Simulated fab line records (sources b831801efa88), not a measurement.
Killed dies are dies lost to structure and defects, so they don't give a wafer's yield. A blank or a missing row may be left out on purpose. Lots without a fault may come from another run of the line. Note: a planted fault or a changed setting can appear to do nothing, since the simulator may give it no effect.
fab line records    flow sky130
record lots=14  wafers=42  last_day=50
route steps=708 shown LDD_HVP@286 SD_P@330 LOCAL_INTERCONNECT@388 CONTACT@423
lots untouched by any fault: they come from a run of this same line in which no faults occurred
start_h: the number of hours between the record's first day and the start of the first shown wafer of the lot    wait_h: hours from the lot's prior step to this one    " the same as in the row above    L1.1+2: several wafers, shown together as one row    - either no value or no given start    * or withheld: withheld    < > ~ a bound
route shown NAME@n: names a module that has steps shown in the file, with the first one's number in the route    usual: mean and standard deviation over wafers with no fault    same: alike in all rows    chamber/n: place in a boat    sites: the reading at each site    _std_site: their standard deviation    _edge_site: inner sites' mean taken away from outer sites' mean    radius_mm: for every site, how far away it sits from the centre of the wafer    mask NAME#n: copy n    behind: tool/chamber where the wafer was last shaped    hold: reason for holding the lot/hours on hold/outcome of the hold    device: the transistor (n, p or np) that didn't switch    end of line: the tests these same wafers got at the end of their route    for a step that has no rows: nothing shown but its recipe    killed: not the wafer's yield, but the dies lost to structure and defects at the first sort    map: per-die view of a wafer (x killed, . not killed, _ where there is no die)
set.NAME: the setting as run; set.NAME@STEP: as run at that earlier step    model.NAME: the simulator's own value behind a step, which no gauge read
one table for each step of the route and one row for each wafer, over a sample of lots
services: the hour from which a tool's chamber was out of use, counted from the record's first day as start_h (under 0 if before that day), plus the number of hours and why
## steps
# step SKY_LDD_HVP_IMPLANT_08
# recipe species=B  energy_kev=20  dose_cm2=1.7e+13  tilt_deg=17.9
# usual beam_energy_keV=19.999/0.0056  beam_on_s=9.99/0.23
lot.wafer  tool          chamber  start_h  wait_h  beam_energy_keV  beam_on_s
L952.1     implanter-03  0        505.08   0.0     19.998           10.44
L952.2     "             0        "        "       19.987           10.10
L952.6     "             0        "        "       19.995           10.01
L953.2     implanter-01  0        521.55   0.0     20.005           9.92
L953.4     "             0        "        "       19.987           9.95
L953.6     "             0        "        "       19.989           9.80
L954.1     implanter-03  0        532.22   0.0     19.994           9.82
L954.5     "             0        "        "       20.002           9.40
L954.6     "             0        "        "       19.997           9.97
L955.1     implanter-01  -        538.13   0.0     -                -
L955.3     "             -        "        "       -                -
L955.4     "             -        "        "       -                -
L956.3     implanter-04  -        550.63   0.1     -                -
L956.4     "             -        "        "       -                -
L956.5     "             -        "        "       -                -
L959.2     implanter-03  0        584.30   0.0     19.990           9.76
L959.4     "             0        "        "       19.998           10.16
L959.5     "             0        "        "       20.001           10.23
L965.2     implanter-04  0        632.54   0.0     20.003           10.44
L965.4     "             0        "        "       20.002           9.78
L965.6     "             0        "        "       20.003           10.49
L966.1     implanter-04  0        635.28   0.0     20.001           10.11
L966.5     "             0        "        "       19.997           10.17
L966.6     "             0        "        "       20.002           10.12
L967.2     implanter-03  0        646.74   0.0     20.006           9.78
L967.5     "             0        "        "       20.002           10.09
L967.6     "             0        "        "       20.001           10.32
L968.4     implanter-03  0        653.74   0.1     19.998           10.50
L968.5     "             0        "        "       20.003           9.87
L968.6     "             0        "        "       20.005           9.86
L969.1     implanter-03  0        668.77   0.0     20.003           9.81
L969.2     "             0        "        "       19.995           10.02
L969.5     "             0        "        "       19.992           9.90
L970.4     implanter-04  0        677.69   0.1     19.987           10.15
L970.5     "             0        "        "       19.996           10.20
L970.6     "             0        "        "       19.990           9.98
L971.1     implanter-04  0        680.77   0.0     19.996           10.20
L971.4     "             0        "        "       20.006           9.93
L971.5     "             0        "        "       19.996           10.16
L972.2     implanter-03  0        687.19   0.0     19.996           9.71
L972.3     "             0        "        "       19.996           9.45
L972.4     "             0        "        "       20.003           9.54
# step SKY_LDD_HVP_TW_MEAS_10
# usual LDD_HVP_TW=458/4.6
lot.wafer  tool           chamber  start_h  wait_h  LDD_HVP_TW
L952.1     film_metro-02  -        505.33   0.1     464
L952.2     "              -        "        "       465
L952.6     "              -        "        "       463
L953.2     film_metro-04  -        521.79   0.1     457
L953.4     "              -        "        "       458
L953.6     "              -        "        "       456
L954.1     film_metro-03  -        532.52   0.1     455
L954.5     "              -        "        "       456
L954.6     "              -        "        "       455
L955.1     film_metro-04  -        538.38   0.1     30
L955.3     "              -        "        "       30
L955.4     "              -        "        "       30
L956.3     film_metro-04  -        550.85   0.1     30
L956.4     "              -        "        "       30
L956.5     "              -        "        "       30
L959.2     film_metro-03  -        584.54   0.1     456
L959.4     "              -        "        "       456
L959.5     "              -        "        "       453
L965.2     film_metro-04  -        632.78   0.1     454
L965.4     "              -        "        "       454
L965.6     "              -        "        "       455
L966.1     film_metro-02  -        635.53   0.1     466
L966.5     "              -        "        "       465
L966.6     "              -        "        "       465
L967.2     film_metro-04  -        646.98   0.1     454
L967.5     "              -        "        "       454
L967.6     "              -        "        "       456
L968.4     film_metro-03  -        653.95   0.1     454
L968.5     "              -        "        "       456
L968.6     "              -        "        "       456
L969.1     film_metro-04  -        669.02   0.1     455
L969.2     "              -        "        "       454
L969.5     "              -        "        "       455
L970.4     film_metro-04  -        677.90   0.1     456
L970.5     "              -        "        "       459
L970.6     "              -        "        "       458
L971.1     film_metro-02  -        681.02   0.1     463
L971.4     "              -        "        "       466
L971.5     "              -        "        "       464
L972.2     film_metro-02  -        687.43   0.1     466
L972.3     "              -        "        "       466
L972.4     "              -        "        "       465
# step SKY_SD_P_STRIP_10
# recipe chemistry=O2/N2  power_w=1400  pressure_mtorr=1500  platen_temp_c=withheld  o2_flow_sccm=3000  n2_flow_sccm=300  overash_fraction=0.5
# usual drypump_motor_current_A=5.84/0.28  oes_product_au=0.618/0.0049  strip_time_to_endpoint_s=17.53/0.041
lot.wafer  tool             chamber  start_h  wait_h  drypump_motor_current_A  oes_product_au  rf_hours_counter_h  strip_time_to_endpoint_s
L952.1     plasma_asher-01  0        599.95   0.1     5.60                     0.621           90                  17.62
L952.2     "                1        "        "       6.03                     0.616           90                  17.61
L952.6     "                0        "        "       5.59                     0.619           -                   17.62
L953.2     plasma_asher-01  1        613.14   0.1     6.00                     0.620           91                  17.50
L953.4     "                0        "        "       5.60                     0.611           -                   17.51
L953.6     "                1        "        "       6.02                     0.616           -                   17.50
L954.1     plasma_asher-02  0        626.25   0.1     5.62                     0.616           50                  17.55
L954.5     "                1        "        "       5.73                     0.612           -                   17.55
L954.6     "                0        "        "       5.57                     0.620           -                   17.56
L959.2     plasma_asher-03  1        677.85   0.1     6.03                     0.610           85                  17.54
L959.4     "                0        "        "       6.42                     0.631           -                   17.53
L959.5     "                1        "        "       6.04                     0.618           -                   17.53
L965.2     plasma_asher-03  0        721.00   0.1     6.41                     0.606           89                  17.57
L965.4     "                1        "        "       6.02                     0.616           -                   17.53
L965.6     "                1        "        "       6.01                     0.614           -                   17.51
L966.1     plasma_asher-02  1        721.98   0.1     5.70                     0.610           59                  17.51
L966.5     "                1        "        "       5.73                     0.619           -                   17.51
L966.6     "                0        "        "       5.60                     0.608           -                   17.51
L967.2     plasma_asher-02  1        734.54   0.1     5.72                     0.610           60                  17.52
L967.5     "                0        "        "       5.60                     0.627           -                   17.50
L967.6     "                1        "        "       5.76                     0.622           -                   17.54
L968.4     plasma_asher-02  0        741.53   0.1     5.62                     0.618           -                   17.52
L968.5     "                0        "        "       5.61                     0.616           -                   17.55
L968.6     "                1        "        "       5.69                     0.617           -                   17.49
L969.1     plasma_asher-01  0        755.44   0.1     5.59                     0.617           1                   17.60
L969.2     "                1        "        "       5.99                     0.610           1                   17.58
L969.5     "                1        "        "       5.99                     0.624           -                   17.58
L970.4     plasma_asher-01  1        763.67   0.1     6.03                     0.620           -                   17.55
L970.5     "                0        "        "       5.60                     0.618           -                   17.51
L970.6     "                1        "        "       6.02                     0.620           -                   17.53
L971.1     plasma_asher-02  0        767.55   0.1     5.58                     0.612           64                  17.54
L971.4     "                1        "        "       5.73                     0.622           -                   17.55
L971.5     "                1        "        "       5.74                     0.619           -                   17.54
L972.2     plasma_asher-02  0        771.58   0.1     5.60                     0.615           64                  17.55
L972.3     "                0        "        "       5.59                     0.616           -                   17.54
L972.4     "                1        "        "       5.71                     0.616           -                   17.56
# step SKY_LOCAL_INTERCONNECT_RS_MEAS_01
# recipe thk_meas_gauge=four-point-probe  reads=TiN_of_LOCAL_INTERCONNECT_SPUTTER_00
# usual LOCAL_INTERCONNECT_TIN_RS=14.14/0.14
lot.wafer  tool           chamber  start_h  wait_h  LOCAL_INTERCONNECT_TIN_RS[ohm/sq]
L952.1     film_metro-02  -        689.77   0.0     14.29
L952.2     "              -        "        "       14.46
L952.6     "              -        "        "       14.38
L953.2     film_metro-02  -        702.52   0.1     14.31
L953.4     "              -        "        "       14.34
L953.6     "              -        "        "       14.29
L954.1     film_metro-03  -        714.37   0.0     13.85
L954.5     "              -        "        "       13.99
L954.6     "              -        "        "       13.79
L959.2     film_metro-04  -        765.22   0.1     14.02
L959.4     "              -        "        "       13.99
L959.5     "              -        "        "       13.96
L965.2     film_metro-04  -        804.95   0.1     14.15
L965.4     "              -        "        "       14.11
L965.6     "              -        "        "       14.07
L966.1     film_metro-02  -        806.10   0.0     14.18
L966.5     "              -        "        "       14.23
L966.6     "              -        "        "       14.20
L967.2     film_metro-03  -        817.12   0.1     14.20
L967.5     "              -        "        "       14.25
L967.6     "              -        "        "       14.25
L968.4     film_metro-04  -        825.78   0.1     13.77
L968.5     "              -        "        "       13.82
L968.6     "              -        "        "       13.97
L969.1     film_metro-04  -        836.64   0.0     14.00
L969.2     "              -        "        "       14.15
L969.5     "              -        "        "       14.08
L970.4     film_metro-02  -        845.36   0.1     14.18
L970.5     "              -        "        "       14.20
L970.6     "              -        "        "       14.05
L971.1     film_metro-02  -        849.05   0.0     14.35
L971.4     "              -        "        "       14.39
L971.5     "              -        "        "       14.30
L972.2     film_metro-04  -        854.22   0.1     14.19
L972.3     "              -        "        "       14.17
L972.4     "              -        "        "       14.07
# step SKY_CONTACT_ETCH_17
# recipe target=SiO2  chemistry=C4F8/O2/Ar  stop_on=Si3N4  mask_material=KrF-thick  source_w=1500  bias_w=1200  pressure_mtorr=40  c4f8_flow_sccm=withheld  O2_flow_sccm=6  Ar_flow_sccm=300  time_s=withheld  target_depth_a=3400
# usual oes_product_au=0.891/0.0049
lot.wafer  tool         chamber  start_h  wait_h  oes_product_au
L952.1     rie_diel-03  3        747.48   0.0     0.892
L952.2     "            1        "        "       0.888
L952.6     "            3        "        "       0.885
L953.2     rie_diel-01  1        760.34   0.0     0.889
L953.4     "            2        "        "       0.889
L953.6     "            3        "        "       0.897
L954.1     rie_diel-01  1        771.43   0.0     0.894
L954.5     "            0        "        "       0.892
L954.6     "            3        "        "       0.888
L959.2     rie_diel-03  0        818.09   0.0     0.884
L959.4     "            0        "        "       0.888
L959.5     "            1        "        "       0.889
L965.2     rie_diel-01  2        858.43   0.0     0.897
L965.4     "            1        "        "       0.894
L965.6     "            2        "        "       0.890
L966.1     rie_diel-04  3        860.08   0.0     0.898
L966.5     "            3        "        "       0.887
L966.6     "            2        "        "       0.898
L967.2     rie_diel-03  2        870.94   0.0     0.893
L967.5     "            0        "        "       0.883
L967.6     "            3        "        "       0.895
L968.4     rie_diel-04  3        879.49   0.0     0.888
L968.5     "            3        "        "       0.889
L968.6     "            0        "        "       0.891
L969.1     rie_diel-04  3        889.98   0.0     0.890
L969.2     "            1        "        "       0.880
L969.5     "            3        "        "       0.894
L970.4     rie_diel-03  0        897.03   0.0     0.898
L970.5     "            0        "        "       0.891
L970.6     "            1        "        "       0.895
L971.1     rie_diel-03  3        901.23   0.0     0.895
L971.4     "            1        "        "       0.891
L971.5     "            0        "        "       0.884
L972.2     rie_diel-03  2        906.73   0.0     0.882
L972.3     "            1        "        "       0.886
L972.4     "            0        "        "       0.890
## services
tool             chamber  start_h  hours  kind
implanter-03     -        483.65   1.6    repair
rie_diel-03      3        505.13   4.1    repair
rie_diel-03      2        510.57   10.1   repair
implanter-03     -        510.64   2.6    repair
rie_diel-03      3        530.59   4.7    repair
implanter-04     -        591.83   3.2    pm
plasma_asher-02  -        594.94   8.6    repair
implanter-03     -        613.24   1.7    repair
implanter-03     -        613.55   2.7    repair
rie_diel-03      -        614.20   2.8    pm
rie_diel-03      2        619.15   7.9    repair
plasma_asher-02  -        621.73   4.0    pm
implanter-03     -        649.15   2.9    repair
implanter-03     -        693.03   2.6    pm
plasma_asher-02  -        714.91   1.2    repair
implanter-04     -        732.64   15.0   pm
rie_diel-03      2        770.64   1.2    repair
rie_diel-03      2        782.93   5.0    repair
rie_diel-03      -        799.12   14.6   pm
rie_diel-03      3        816.11   35.8   repair
rie_diel-03      0        819.56   14.3   repair
rie_diel-03      2        826.09   1.9    repair
rie_diel-03      1        844.06   9.0    repair
plasma_asher-02  -        860.65   5.8    repair
## key
first_sign step=SKY_LDD_HVP_IMPLANT_08  reading=tool_record  direction=missing
effect step=SKY_LDD_HVP_TW_MEAS_10  reading=LDD_HVP_TW  direction=down  sigmas=92  usual=458  struck=30
met_at SKY_LDD_HVP_IMPLANT_08
struck_lots L955,L956
later_rows_left_out L955.1,L955.3,L955.4,L956.3,L956.4,L956.5
sort_left_out L955.1,L955.3,L955.4,L956.3,L956.4,L956.5
tester_left_out L955,L956
not_acting_at SKY_SD_P_STRIP_10,SKY_LOCAL_INTERCONNECT_RS_MEAS_01,SKY_CONTACT_ETCH_17
onset_between 521.55 538.13
fault kind=skipped_step_whole  tool=implanter-01,implanter-04  chamber=-  onset_h=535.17  steps=SKY_LDD_HVP_IMPLANT_08  scope=struck_lots_only
# tester_left_out: of these lots the tester's yield and bins aren't shown, on N5 and GAA mostly nor the transistor test; their killed dies are dies lost to structure and defects alone, not to doping, threshold or leakage, so they don't give the yield
# sort_left_out: the simulated sort isn't trusted on such a fault, so these wafers' sort isn't shown, and their yield isn't known
# later_rows_left_out: the simulator's readings of these wafers behind a module that went badly wrong aren't trusted and aren't shown, but for the sort
